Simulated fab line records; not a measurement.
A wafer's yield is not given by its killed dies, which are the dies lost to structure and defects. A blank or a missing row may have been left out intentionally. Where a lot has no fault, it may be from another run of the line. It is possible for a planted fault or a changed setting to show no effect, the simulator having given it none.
Which tool did it?    flow gf180mcu    39 wafers from 13 lots sampled at 4 of the route's 602 steps

== WHAT THE GAUGES READ, wafer by wafer ==
GF_HV_LDD_TW_MEAS_11.
lot   measured      on            HV_LDD_TW
L399  day 10 01:32  filmMetro-04  2434 2427 2424
L400  day 10 07:44  filmMetro-01  2387 2369 2393
L403  day 11 10:21  filmMetro-01  2384 2388 2407
L407  day 12 10:38  filmMetro-01  2379 2382
L409  day 13 05:26  filmMetro-04  2428 2432
L412  day 13 21:32  filmMetro-02  2382 2377 2373
L415  day 15 07:05  filmMetro-01  2382 2374 2382
L417  day 15 11:40  filmMetro-01  2379 2389 2389
L418  day 16 01:40  filmMetro-02  2376 2365 2380
L419  day 16 09:38  filmMetro-02  2358 2376 2362
L420  day 16 12:19  filmMetro-04  2418 2409 2424
L421  day 16 17:58  filmMetro-04  2440 2432 2419
L422  day 17 04:52  filmMetro-04  2441 2426 2429

== EACH LOT AND THE TOOL THAT RAN IT (in order: tool; ch and the chambers of the sampled wafers; start) ==
lot   GF_VT_IMPLANT_RTA_45             GF_POLY_GATE_ETCH_13             GF_POLY_GATE_STRIP_14
L399  rtpAnneal-01 ch 0, day 7 13:25   rieSi-01 ch 1,2,3, day 9 05:13   plasmaAsher-01 ch 0,1, day 9 05:16
L400  rtpAnneal-02 ch 0, day 7 18:39   rieSi-01 ch 2,3, day 9 11:20     plasmaAsher-04 ch 0,1, day 9 11:25
L403  rtpAnneal-01 ch 0, day 8 19:43   rieSi-01 ch 0,2,3, day 10 12:46  plasmaAsher-01 ch 0,1, day 10 12:49
L407  rtpAnneal-01 ch 0, day 9 17:21   rieSi-01 ch 0,2,3, day 11 13:02  plasmaAsher-04 ch 0,1, day 11 13:05
L409  rtpAnneal-02 ch 0, day 10 07:33  rieSi-01 ch 2,3, day 12 07:25    plasmaAsher-03 ch 0,1, day 12 07:28
L412  rtpAnneal-01 ch 0, day 11 03:45  rieSi-02 ch 0,1,2, day 13 00:04  plasmaAsher-01 ch 0,1, day 13 00:07
L415  rtpAnneal-02 ch 0, day 12 05:11  rieSi-02 ch 0,1,3, day 14 03:41  plasmaAsher-04 ch 0,1, day 14 03:45
L417  rtpAnneal-02 ch 0, day 12 14:31  rieSi-01 ch 0,1,3, day 14 11:44  plasmaAsher-03 ch 0,1, day 14 11:47
L418  rtpAnneal-02 ch 0, day 12 23:50  rieSi-01 ch 0,1,3, day 15 01:11  plasmaAsher-03 ch 0,1, day 15 01:14
L419  rtpAnneal-02 ch 0, day 13 05:08  rieSi-02 ch 0,1,2, day 15 09:07  plasmaAsher-03 ch 0,1, day 15 09:10
L420  rtpAnneal-01 ch 0, day 13 11:07  rieSi-01 ch 0,1,2, day 15 12:29  plasmaAsher-01 ch 0,1, day 15 12:32
L421  rtpAnneal-02 ch 0, day 13 15:34  rieSi-01 ch 0,2, day 15 17:26    plasmaAsher-04 ch 0,1, day 15 17:29
L422  rtpAnneal-02 ch 0, day 14 01:05  rieSi-02 ch 0,2, day 16 04:02    plasmaAsher-01 ch 0,1, day 16 04:05
- GF_VT_IMPLANT_RTA_45: time 30 s.
- GF_POLY_GATE_ETCH_13: etches poly-Si in HBr/Cl2, stops on SiO2, target depth 198.5 nm, time 69.6 s.
- GF_POLY_GATE_STRIP_14: strips in O2/N2.

== WHAT THE TOOLS THEMSELVES READ (means of the sampled wafers that have a number; where no wafer has one, the mark that the record gives instead) ==
GF_VT_IMPLANT_RTA_45.
lot   tool          chamberO2Ppm  lampPowerPct (%)  wafer_temp_C_max
L399  rtpAnneal-01  1.996         38.1              1053.8
L400  rtpAnneal-02  1.987         40.4              1054.8
L403  rtpAnneal-01  1.996         38.1              1054.7
L407  rtpAnneal-01  1.981         38.0              1054.3
L409  rtpAnneal-02  2.000         40.4              1055.1
L412  rtpAnneal-01  2.021         38.1              1054.5
L415  rtpAnneal-02  1.983         40.5              1055.7
L417  rtpAnneal-02  2.023         40.5              1055.0
L418  rtpAnneal-02  2.003         40.4              1055.9
L419  rtpAnneal-02  1.991         40.4              1053.8
L420  rtpAnneal-01  1.983         38.1              1054.0
L421  rtpAnneal-02  1.984         40.4              1056.9
L422  rtpAnneal-02  2.010         40.5              1054.2

GF_POLY_GATE_ETCH_13.
lot   tool      drypumpMotorCurrentA (A)  oesProductAu (a.u.)  runLengthS (s)  throttleValvePct (%)
L399  rieSi-01  5.4                       0.989                97.8            33.685
L400  rieSi-01  5.3                       0.993                97.9            33.688
L403  rieSi-01  5.5                       1.003                98.0            33.686
L407  rieSi-01  5.4                       0.994                90.6            33.689
L409  rieSi-01  5.4                       1.005                90.4            33.696
L412  rieSi-02  5.6                       0.996                97.6            33.689
L415  rieSi-02  5.8                       0.994                97.9            33.683
L417  rieSi-01  5.6                       0.977                98.2            33.690
L418  rieSi-01  5.5                       0.981                97.8            33.692
L419  rieSi-02  5.6                       0.994                98.0            33.683
L420  rieSi-01  5.5                       0.982                98.3            33.681
L421  rieSi-01  5.6                       0.989                98.6            33.686
L422  rieSi-02  5.5                       0.992                97.9            33.692

GF_POLY_GATE_STRIP_14.
lot   tool            drypumpMotorCurrentA (A)  heaterPowerW (W)  oesProductAu (a.u.)
L399  plasmaAsher-01  5.8                       326               0.511
L400  plasmaAsher-04  5.3                       285               0.502
L403  plasmaAsher-01  5.8                       331               0.503
L407  plasmaAsher-04  5.3                       285               0.514
L409  plasmaAsher-03  6.0                       295               0.512
L412  plasmaAsher-01  6.1                       335               0.507
L415  plasmaAsher-04  5.3                       283               0.503
L417  plasmaAsher-03  6.0                       285               0.508
L418  plasmaAsher-03  5.9                       301               0.505
L419  plasmaAsher-03  6.0                       289               0.508
L420  plasmaAsher-01  6.1                       335               0.507
L421  plasmaAsher-04  5.5                       311               0.506
L422  plasmaAsher-01  6.0                       336               0.506

== THE ANSWER, worked out from the rows above alone ==
Rule: usual is defined by the lots themselves. Put in order of their means at a reading, lots are off if they are a third of the lots or fewer, leave a main group of 4 or more, and stand apart from it by a gap of 3 or more times the standard deviation of the main group's means; of several such gaps the widest counts. If all means in a main group match to the digits the tables above print for the reading, that group is not used. Also off: a lot with no number at a reading for which 4 or more lots have one. Where the step has rows for the other lots, those lots are counted as sound. Order of review: gauges by route order, followed by the tools' own readings, for which a lot's mean as printed above is used. The first step at which some lot is off is used, and at that step the reading that is off furthest; a lot without a number counts as furthest.
Off: L407, L409 (GF_POLY_GATE_ETCH_13, runLengthS). For the main group the mean is 98.0 s and the standard deviation 0.26.
A tool fits if, at that step or a process step before it, it ran every lot that is off, and no sound lot after the first of them. No candidate that was tried fits.

== WHAT THE SIMULATOR PUT IN ==
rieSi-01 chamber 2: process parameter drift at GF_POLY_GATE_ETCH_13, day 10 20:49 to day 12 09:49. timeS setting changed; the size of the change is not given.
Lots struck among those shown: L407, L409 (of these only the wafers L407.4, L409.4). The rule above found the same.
